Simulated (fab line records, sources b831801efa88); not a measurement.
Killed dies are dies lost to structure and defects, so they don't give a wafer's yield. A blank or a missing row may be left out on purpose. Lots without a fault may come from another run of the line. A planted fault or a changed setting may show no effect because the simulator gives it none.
Which tool did it? | flow gf180mcu | 6 lots, 18 wafers sampled, at 1 step of a route of 602

WHAT THE GAUGES READ, wafer by wafer
GF_V1_CD_MEAS_14: target cd 260 nm.
lot  | measured     | on        | cd_nm (nm)
L707 | day 19 06:01 | cd_sem-02 | 259.9 260.1 260.2
L710 | day 20 04:17 | cd_sem-02 | 258.4 258.7 257.6
L715 | day 21 23:29 | cd_sem-01 | 262.4 261.7 262.3
L720 | day 23 16:41 | cd_sem-02 | 261.1 260.7 259.7
L722 | day 24 12:21 | cd_sem-02 | 258.8 258.7 259.0
L724 | day 25 10:34 | cd_sem-02 | 259.4 260.3 259.4

WHICH TOOL RAN EACH LOT (tool, then ch and the chambers of the sampled wafers, then the start)
The record holds no process step before these readings.

THE ANSWER, worked out from the rows above alone
Rule: what is usual is taken from the lots themselves. Put in order of their means at a reading, lots are off if they are a third of the lots or fewer, leave a main group of 4 or more, and stand apart from it by a gap of 3 or more times the standard deviation of the main group's means; of several such gaps the widest counts. A main group whose means are all the same, to the digits that the tables above print for the reading, isn't used. A lot without any number at a reading at which 4 lots or more have one is off too. The other lots that the step has rows for count as sound.
No lot is off at any reading shown: from this, nothing can be told.

WHAT THE SIMULATOR HAD PUT IN
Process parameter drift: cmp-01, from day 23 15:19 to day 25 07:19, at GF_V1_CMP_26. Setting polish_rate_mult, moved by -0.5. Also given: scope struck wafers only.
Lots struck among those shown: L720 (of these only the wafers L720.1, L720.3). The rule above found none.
